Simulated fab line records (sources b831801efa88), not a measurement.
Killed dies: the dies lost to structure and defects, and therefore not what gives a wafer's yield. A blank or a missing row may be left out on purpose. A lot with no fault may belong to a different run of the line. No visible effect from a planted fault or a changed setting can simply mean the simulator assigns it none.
Which tool did it? / flow sky130 / 14 lots with 42 wafers sampled at 5 steps, on a route of 708 steps

== WHAT THE GAUGES READ, wafer by wafer ==
SKY_POLY_GATE_OVL_MEAS_14. Usual: POLY_GATE_OVL gives -4 nm (standard deviation 5.3).
lot=L214; measured=day 16 10:35; on=overlay-01; POLY_GATE_OVL (nm)=0 3 -2; flag=
lot=L215; measured=day 16 11:40; on=overlay-01; POLY_GATE_OVL (nm)=-3 -8 0; flag=
lot=L216; measured=day 16 23:33; on=overlay-02; POLY_GATE_OVL (nm)=7 -11 -5; flag=
lot=L217; measured=day 17 04:47; on=overlay-01; POLY_GATE_OVL (nm)=-5 -8 -9; flag=
lot=L218; measured=day 17 14:09; on=overlay-01; POLY_GATE_OVL (nm)=-13 -4 -11; flag=
lot=L219; measured=day 18 07:57; on=overlay-01; POLY_GATE_OVL (nm)=-4 1 -1; flag=
lot=L220; measured=day 18 14:20; on=overlay-01; POLY_GATE_OVL (nm)=-4 -11 -13; flag=
lot=L221; measured=day 19 04:58; on=overlay-02; POLY_GATE_OVL (nm)=3 -3 3; flag=
lot=L223; measured=day 19 20:32; on=overlay-01; POLY_GATE_OVL (nm)=0 -4 1; flag=
lot=L224; measured=day 20 09:26; on=overlay-01; POLY_GATE_OVL (nm)=-1 -1 3; flag=
lot=L226; measured=day 20 18:55; on=overlay-02; POLY_GATE_OVL (nm)=-6 -3 -10; flag=
lot=L230; measured=day 22 09:40; on=overlay-01; POLY_GATE_OVL (nm)=-2 -7 -5; flag=
lot=L231; measured=day 22 18:29; on=overlay-02; POLY_GATE_OVL (nm)=-6 0 -4; flag=
lot=L237; measured=day 25 08:50; on=overlay-01; POLY_GATE_OVL (nm)=5 -5 -5; flag=

SKY_RES_XHIGH_TW_MEAS_09. Usual: RES_XHIGH_TW gives 1661 (standard deviation 24).
lot=L214; measured=day 26 15:10; on=film-metro-04; RES_XHIGH_TW=1681 1692 1688; flag=
lot=L215; measured=day 26 17:12; on=film-metro-04; RES_XHIGH_TW=1681 1694 1681; flag=
lot=L216; measured=day 27 21:08; on=film-metro-03; RES_XHIGH_TW=1649 1648 1649; flag=
lot=L217; measured=day 27 21:34; on=film-metro-02; RES_XHIGH_TW=1613 1624 1619; flag=
lot=L218; measured=day 27 21:56; on=film-metro-02; RES_XHIGH_TW=1624 1631 1617; flag=
lot=L219; measured=day 28 10:11; on=film-metro-03; RES_XHIGH_TW=1651 1652 1655; flag=
lot=L220; measured=day 28 17:55; on=film-metro-04; RES_XHIGH_TW=1672 1668 1674; flag=
lot=L221; measured=day 29 07:32; on=film-metro-02; RES_XHIGH_TW=1633 1630 1639; flag=
lot=L223; measured=day 30 00:16; on=film-metro-02; RES_XHIGH_TW=1640 1631 1635; flag=
lot=L224; measured=day 30 12:29; on=film-metro-03; RES_XHIGH_TW=1657 1650 1651; flag=
lot=L226; measured=day 30 17:44; on=film-metro-04; RES_XHIGH_TW=1678 1681 1676; flag=
lot=L230; measured=day 32 10:02; on=film-metro-03; RES_XHIGH_TW=30 30 30; flag=OFF
lot=L231; measured=day 32 15:19; on=film-metro-04; RES_XHIGH_TW=31 31 31; flag=OFF
lot=L237; measured=day 34 23:59; on=film-metro-04; RES_XHIGH_TW=1682 1692 1689; flag=

SKY_SD_N_OVL_MEAS_08. Usual: SD_N_OVL gives -1.3 nm (standard deviation 1.5).
lot=L214; measured=day 27 20:32; on=overlay-02; SD_N_OVL (nm)=0.5 0.4 0.1; flag=
lot=L215; measured=day 27 22:33; on=overlay-02; SD_N_OVL (nm)=-0.2 0.3 1.3; flag=
lot=L216; measured=day 29 01:58; on=overlay-02; SD_N_OVL (nm)=-1.9 -0.1 0.5; flag=
lot=L217; measured=day 29 02:05; on=overlay-01; SD_N_OVL (nm)=-1.9 -4.3 -0.8; flag=
lot=L218; measured=day 29 02:44; on=overlay-02; SD_N_OVL (nm)=0.7 0.5 -0.8; flag=
lot=L219; measured=day 29 15:16; on=overlay-02; SD_N_OVL (nm)=-2.7 0.9 0.9; flag=
lot=L220; measured=day 29 22:43; on=overlay-01; SD_N_OVL (nm)=-3.3 -4.5 -4.6; flag=
lot=L221; measured=day 30 12:28; on=overlay-01; SD_N_OVL (nm)=-0.3 -0.3 1.6; flag=
lot=L223; measured=day 31 04:47; on=overlay-01; SD_N_OVL (nm)=-2.5 -2.6 0.6; flag=
lot=L224; measured=day 31 16:12; on=overlay-01; SD_N_OVL (nm)=-1.2 -3.2 -0.5; flag=
lot=L226; measured=day 31 22:07; on=overlay-02; SD_N_OVL (nm)=-1.0 -0.2 -2.2; flag=
lot=L230; measured=day 33 11:44; on=overlay-02; SD_N_OVL (nm)=1.5 1.5 -0.8; flag=
lot=L231; measured=day 33 18:01; on=overlay-02; SD_N_OVL (nm)=0.2 -1.6 -2.0; flag=
lot=L237; measured=day 36 02:06; on=overlay-01; SD_N_OVL (nm)=-3.6 -2.6 -2.6; flag=

== TOOL THAT RAN EACH LOT (tool first, then ch and the chambers of the sampled wafers, then the start) ==
lot=L214; SKY_LDD_HVN_STRIP_09=plasma-asher-04 ch 0,1, day 20 08:54; SKY_RES_XHIGH_DEVELOP_06=litho-track-02 ch 0, day 26 14:46
lot=L215; SKY_LDD_HVN_STRIP_09=plasma-asher-04 ch 0,1, day 20 09:11; SKY_RES_XHIGH_DEVELOP_06=litho-track-01 ch 0, day 26 16:50
lot=L216; SKY_LDD_HVN_STRIP_09=plasma-asher-02 ch 0,1, day 20 20:50; SKY_RES_XHIGH_DEVELOP_06=litho-track-02 ch 0, day 27 20:46
lot=L217; SKY_LDD_HVN_STRIP_09=plasma-asher-03 ch 0,1, day 21 01:51; SKY_RES_XHIGH_DEVELOP_06=litho-track-04 ch 0, day 27 21:10
lot=L218; SKY_LDD_HVN_STRIP_09=plasma-asher-03 ch 0,1, day 21 13:30; SKY_RES_XHIGH_DEVELOP_06=litho-track-01 ch 0, day 27 21:32
lot=L219; SKY_LDD_HVN_STRIP_09=plasma-asher-02 ch 0,1, day 22 06:44; SKY_RES_XHIGH_DEVELOP_06=litho-track-01 ch 0, day 28 09:49
lot=L220; SKY_LDD_HVN_STRIP_09=plasma-asher-02 ch 0,1, day 22 12:39; SKY_RES_XHIGH_DEVELOP_06=litho-track-04 ch 0, day 28 17:31
lot=L221; SKY_LDD_HVN_STRIP_09=plasma-asher-04 ch 0,1, day 23 04:26; SKY_RES_XHIGH_DEVELOP_06=litho-track-02 ch 0, day 29 07:10
lot=L223; SKY_LDD_HVN_STRIP_09=plasma-asher-02 ch 0,1, day 23 20:32; SKY_RES_XHIGH_DEVELOP_06=litho-track-04 ch 0, day 29 23:52
lot=L224; SKY_LDD_HVN_STRIP_09=plasma-asher-03 ch 0,1, day 24 08:03; SKY_RES_XHIGH_DEVELOP_06=litho-track-01 ch 0, day 30 12:05
lot=L226; SKY_LDD_HVN_STRIP_09=plasma-asher-04 ch 0,1, day 24 14:25; SKY_RES_XHIGH_DEVELOP_06=litho-track-01 ch 0, day 30 17:22
lot=L230; SKY_LDD_HVN_STRIP_09=plasma-asher-03 ch 0,1, day 26 06:14; SKY_RES_XHIGH_DEVELOP_06=litho-track-01, day 32 09:40
lot=L231; SKY_LDD_HVN_STRIP_09=plasma-asher-02 ch 0,1, day 26 13:08; SKY_RES_XHIGH_DEVELOP_06=litho-track-02, day 32 14:55
lot=L237; SKY_LDD_HVN_STRIP_09=plasma-asher-03 ch 0,1, day 29 03:47; SKY_RES_XHIGH_DEVELOP_06=litho-track-01 ch 0, day 34 23:35
- SKY_LDD_HVN_STRIP_09: strips in O2/N2.
- SKY_RES_XHIGH_DEVELOP_06: develop time 60 s.

== WHAT THE TOOLS THEMSELVES READ (means of the sampled wafers that have a number; where no wafer has one, the mark that the record gives instead) ==
SKY_LDD_HVN_STRIP_09. Usual: chamber-pressure-mTorr 1499.9 mTorr, standard deviation 1.4; drypump-motor-current-A 5.68 A, standard deviation 0.26; oes-product-au 0.408 a.u., standard deviation 0.0042; strip-time-to-endpoint-s 4.139 s, standard deviation 0.013.
lot=L214; tool=plasma-asher-04; chamber-pressure-mTorr (mTorr)=1499.2; drypump-motor-current-A (A)=5.72; oes-product-au (a.u.)=0.410; strip-time-to-endpoint-s (s)=4.155; flag=
lot=L215; tool=plasma-asher-04; chamber-pressure-mTorr (mTorr)=1499.8; drypump-motor-current-A (A)=5.73; oes-product-au (a.u.)=0.412; strip-time-to-endpoint-s (s)=4.140; flag=
lot=L216; tool=plasma-asher-02; chamber-pressure-mTorr (mTorr)=1500.6; drypump-motor-current-A (A)=5.52; oes-product-au (a.u.)=0.407; strip-time-to-endpoint-s (s)=4.136; flag=
lot=L217; tool=plasma-asher-03; chamber-pressure-mTorr (mTorr)=1499.2; drypump-motor-current-A (A)=5.67; oes-product-au (a.u.)=0.409; strip-time-to-endpoint-s (s)=4.117; flag=
lot=L218; tool=plasma-asher-03; chamber-pressure-mTorr (mTorr)=1500.6; drypump-motor-current-A (A)=5.68; oes-product-au (a.u.)=0.403; strip-time-to-endpoint-s (s)=4.138; flag=
lot=L219; tool=plasma-asher-02; chamber-pressure-mTorr (mTorr)=1501.7; drypump-motor-current-A (A)=5.53; oes-product-au (a.u.)=0.406; strip-time-to-endpoint-s (s)=4.129; flag=
lot=L220; tool=plasma-asher-02; chamber-pressure-mTorr (mTorr)=1500.0; drypump-motor-current-A (A)=5.52; oes-product-au (a.u.)=0.409; strip-time-to-endpoint-s (s)=4.138; flag=
lot=L221; tool=plasma-asher-04; chamber-pressure-mTorr (mTorr)=1499.3; drypump-motor-current-A (A)=5.61; oes-product-au (a.u.)=0.409; strip-time-to-endpoint-s (s)=4.135; flag=
lot=L223; tool=plasma-asher-02; chamber-pressure-mTorr (mTorr)=1499.5; drypump-motor-current-A (A)=5.82; oes-product-au (a.u.)=0.409; strip-time-to-endpoint-s (s)=4.137; flag=
lot=L224; tool=plasma-asher-03; chamber-pressure-mTorr (mTorr)=1500.6; drypump-motor-current-A (A)=5.67; oes-product-au (a.u.)=0.407; strip-time-to-endpoint-s (s)=4.148; flag=
lot=L226; tool=plasma-asher-04; chamber-pressure-mTorr (mTorr)=1500.0; drypump-motor-current-A (A)=5.62; oes-product-au (a.u.)=0.407; strip-time-to-endpoint-s (s)=4.135; flag=
lot=L230; tool=plasma-asher-03; chamber-pressure-mTorr (mTorr)=1500.2; drypump-motor-current-A (A)=5.69; oes-product-au (a.u.)=0.406; strip-time-to-endpoint-s (s)=4.150; flag=
lot=L231; tool=plasma-asher-02; chamber-pressure-mTorr (mTorr)=1499.0; drypump-motor-current-A (A)=5.81; oes-product-au (a.u.)=0.408; strip-time-to-endpoint-s (s)=4.146; flag=
lot=L237; tool=plasma-asher-03; chamber-pressure-mTorr (mTorr)=1500.0; drypump-motor-current-A (A)=5.68; oes-product-au (a.u.)=0.406; strip-time-to-endpoint-s (s)=4.160; flag=

SKY_RES_XHIGH_DEVELOP_06. Usual: chill-plate-temp-C at 22.98 C, with a standard deviation of 0.097.
lot=L214; tool=litho-track-02; chill-plate-temp-C (C)=23.00; flag=
lot=L215; tool=litho-track-01; chill-plate-temp-C (C)=22.96; flag=
lot=L216; tool=litho-track-02; chill-plate-temp-C (C)=22.99; flag=
lot=L217; tool=litho-track-04; chill-plate-temp-C (C)=23.04; flag=
lot=L218; tool=litho-track-01; chill-plate-temp-C (C)=22.98; flag=
lot=L219; tool=litho-track-01; chill-plate-temp-C (C)=22.98; flag=
lot=L220; tool=litho-track-04; chill-plate-temp-C (C)=22.95; flag=
lot=L221; tool=litho-track-02; chill-plate-temp-C (C)=23.06; flag=
lot=L223; tool=litho-track-04; chill-plate-temp-C (C)=22.98; flag=
lot=L224; tool=litho-track-01; chill-plate-temp-C (C)=23.08; flag=
lot=L226; tool=litho-track-01; chill-plate-temp-C (C)=23.00; flag=
lot=L230; tool=litho-track-01; chill-plate-temp-C (C)=-; flag=OFF
lot=L231; tool=litho-track-02; chill-plate-temp-C (C)=-; flag=OFF
lot=L237; tool=litho-track-01; chill-plate-temp-C (C)=22.96; flag=

== THE ANSWER, worked out from the rows above alone ==
Rule: take the mean of a lot's wafers that have a number; if it is more than 3 standard deviations from the usual mean, the lot is off. Also off: a lot with no number at a reading for which 4 or more lots have one. Where the step has rows for the other lots, those lots are counted as sound. First the gauges in route order, then the tools' own readings, where a lot's mean is used as printed above. At the first step where some lot is off, the reading lying furthest off is the one used; lots without a number count as furthest.
Off: L230, L231, seen at SKY_RES_XHIGH_TW_MEAS_09 (RES_XHIGH_TW).
If a tool, at a process step before that reading, ran all the lots that are off and no sound lot after the first of them, it fits. Not tried: the gauges at SKY_RES_XHIGH_TW_MEAS_09; whatever is off there is also off at SKY_RES_XHIGH_DEVELOP_06, on other tools, and gauge error can't account for it. None of those tried fits.

== WHAT THE SIMULATOR HAD INSERTED ==
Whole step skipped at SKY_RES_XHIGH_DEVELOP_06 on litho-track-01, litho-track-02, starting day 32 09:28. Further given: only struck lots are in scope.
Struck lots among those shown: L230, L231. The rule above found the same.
